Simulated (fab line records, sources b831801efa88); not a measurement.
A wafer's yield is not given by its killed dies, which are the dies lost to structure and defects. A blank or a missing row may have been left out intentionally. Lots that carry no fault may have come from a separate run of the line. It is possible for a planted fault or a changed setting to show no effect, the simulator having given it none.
Which tool did it? | flow gf180mcu | Sampling: 12 lots, 36 wafers, 3 of 602 route steps

== WHAT THE GAUGES READ, wafer by wafer ==
GF_V2_BOW_MEAS_05.
lot  | measured     | on            | V2_BOW (um)
L075 | day 19 08:25 | film metro-03 | 84 93 96
L077 | day 20 12:06 | film metro-04 | 97 103 96
L079 | day 21 03:55 | film metro-04 | 101 94 102
L081 | day 21 22:33 | film metro-02 | 106 108 111
L083 | day 22 22:50 | film metro-02 | 88 106 100
L084 | day 23 14:56 | film metro-02 | 95 87 81
L087 | day 24 01:22 | film metro-03 | 111 101 106
L089 | day 25 05:28 | film metro-02 | 94 114 100
L091 | day 25 15:05 | film metro-02 | 88 93 84
L093 | day 26 04:11 | film metro-02 | 92 97 118
L095 | day 26 21:00 | film metro-02 | 98 113 112
L097 | day 27 03:08 | film metro-04 | 107 103 107

== TOOL THAT RAN EACH LOT (tool first, then ch and the chambers of the sampled wafers, then the start) ==
lot  | GF_V1_CVD_23                  | GF_M2_METAL_ETCH_16
L075 | cvd w-02 ch 0,1, day 18 06:29 | rie metal-04 ch 0,1, day 19 07:10
L077 | cvd w-01 ch 0,1, day 19 09:36 | rie metal-03 ch 1, day 20 10:45
L079 | cvd w-01 ch 0, day 20 01:08   | rie metal-03 ch 0,1, day 21 02:41
L081 | cvd w-01 ch 0,1, day 20 21:01 | rie metal-03 ch 0,1, day 21 21:19
L083 | cvd w-01 ch 0,1, day 21 21:26 | rie metal-03 ch 0,1, day 22 21:35
L084 | cvd w-02 ch 0,1, day 22 13:06 | rie metal-02 ch 0, day 23 13:17
L087 | cvd w-01 ch 0,1, day 23 00:13 | rie metal-03 ch 0,1, day 23 23:48
L089 | cvd w-02 ch 0,1, day 24 04:16 | rie metal-03 ch 0,1, day 25 04:10
L091 | cvd w-02 ch 0,1, day 24 15:07 | rie metal-04 ch 0,1, day 25 13:51
L093 | cvd w-02 ch 0, day 25 04:35   | rie metal-04 ch 1, day 26 02:57
L095 | cvd w-01 ch 0,1, day 25 21:26 | rie metal-03 ch 0,1, day 26 19:46
L097 | cvd w-02 ch 0,1, day 26 04:38 | rie metal-03 ch 0,1, day 27 01:45
- GF_V1_CVD_23: deposits W, target thk 350 nm, time 105.05 s.
- GF_M2_METAL_ETCH_16: etches the open film in Cl2/BCl3, stops on SiO2, target depth 750.8 nm, time 125.1 s.

== THE ANSWER, worked out from the rows above alone ==
Rule: the usual values come from the lots themselves. The widest of any qualifying gaps counts: lots, ordered by their means at a reading, are off when they make up no more than a third of the lots, leave a main group of 4 or more, and stand apart from it by 3 or more times the standard deviation of that group's means. If all means in a main group match to the digits the tables above print for the reading, that group is not used. A lot without any number at a reading at which 4 lots or more have one is off too. The other lots that the step has rows for count as sound.
No lot is off at any reading shown: from this, nothing can be told.

== WHAT THE SIMULATOR HAD INSERTED ==
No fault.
